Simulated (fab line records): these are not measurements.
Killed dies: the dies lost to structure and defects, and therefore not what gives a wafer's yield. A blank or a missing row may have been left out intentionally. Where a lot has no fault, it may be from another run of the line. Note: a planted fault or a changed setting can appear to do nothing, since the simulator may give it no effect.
Comparing a struck lot with a sound one | flow sky130 | 14 steps out of a route of 708
Sound: wafers L155.2, L155.5, L155.6. Struck: wafers L142.3, L142.4, L142.5. The cause comes at the end.
At each step with rows: each side's tool, then ch and its chambers, then its first start. Under that, the readings that differ: sound wafers | struck wafers | difference of the means | sigmas: that difference in standard deviations of wafers without a fault.
alike: same words and numbers on both sides, and readings whose means sit less than 2 such deviations apart. not compared: any withheld reading, any reading some wafer has no value for, any bound like >300 that may hide the same value, and any number with overlapping values for which the record gives no deviation.
Wherever a step has rows on one side only, a row that says differs or no value, or a row with sigmas, the two part there. Non-overlapping numbers with no deviation appear without sigmas and do not part them. Lack of a reading on every wafer of one side parts them only where that side has two or more wafers.

first, 8 steps without rows for these wafers: SKY_POLY_CUT_DEHYDRATE_00 (time 60 s); SKY_POLY_CUT_HMDS_01 (prime time 60 s); SKY_POLY_CUT_COAT_02 (resist thk 60 nm); SKY_POLY_CUT_COAT_03 (resist thk 450 nm); SKY_POLY_CUT_SOFTBAKE_04 (time 90 s); SKY_POLY_CUT_EXPOSE_05 (exposes mask NPCM, target cd 270 nm); SKY_POLY_CUT_PEB_06; SKY_POLY_CUT_DEVELOP_07 (develop time 60 s).
SKY_POLY_CUT_CD_MEAS_08: the cd target is 270 nm.
  sound: cd-sem-01 at day 31 07:05; struck: cd-sem-02 at day 27 13:53
  alike: cd-nm
SKY_POLY_CUT_OVL_MEAS_09:
  sound: overlay-02 at day 31 07:11; struck: overlay-01 at day 27 13:58
  reading           | sound      | struck | difference | sigmas
  POLY_CUT_OVL (nm) | -13 -16 -6 | 3 0 -1 | +12        | +2
SKY_POLY_CUT_ETCH_10: etches BARC in N2/H2, stops on SiO2, time 45.9 s, target depth 60 nm.
  sound on rie-diel-02 ch 0,1,3, day 31 07:13; struck on rie-diel-04 ch 1,3, day 27 13:59
  alike: drypump-motor-current-A, oes-product-au, throttle-valve-pct
  not compared: rf-hours-counter-h
SKY_POLY_CUT_ETCH_11: etches Si3N4 in CF4/CH2F2/Ar, stops on poly-Si, time 42.5 s, target depth 60 nm.
  sound on rie-diel-02 ch 0,1,3, day 31 07:16; struck on rie-diel-04 ch 1,3, day 27 14:02
  alike: drypump-motor-current-A, oes-product-au, throttle-valve-pct
  not compared: rf-hours-counter-h
SKY_POLY_CUT_STRIP_12: strips in O2/N2.
  sound on plasma-asher-01 ch 0,1, day 31 07:18; struck on plasma-asher-04 ch 0,1, day 27 14:07
  no value came back on the struck wafers for any of 5 readings (chamber-pressure-mTorr (mTorr), drypump-motor-current-A (A) and others); on the sound wafers chamber-pressure-mTorr (mTorr) reads 1498.6 1502.2 1502.0
  reading                                         | sound | struck            | difference | sigmas
  model.KrF-thick_of_POLY_CUT_COAT_03.thk-nm (nm) | 0 0 0 | 406.7 408.2 407.9 | +407.6     |
  not compared: rf-hours-counter-h
-- here the record skips 21 days between the struck wafers' starts before and after, leaving off in module POLY_CUT and picking up in module PAD_OPEN (first step shown: number 708 of the route) --
SKY_PAD_OPEN_PROBE_99:
  only the struck wafers here have rows in the record (prober-02, day 48 04:10); the sound ones have none

## WHERE THEY PART
Last at SKY_PAD_OPEN_PROBE_99 as far as this record goes, first at SKY_POLY_CUT_OVL_MEAS_09.

WHY: the cause the simulator had injected
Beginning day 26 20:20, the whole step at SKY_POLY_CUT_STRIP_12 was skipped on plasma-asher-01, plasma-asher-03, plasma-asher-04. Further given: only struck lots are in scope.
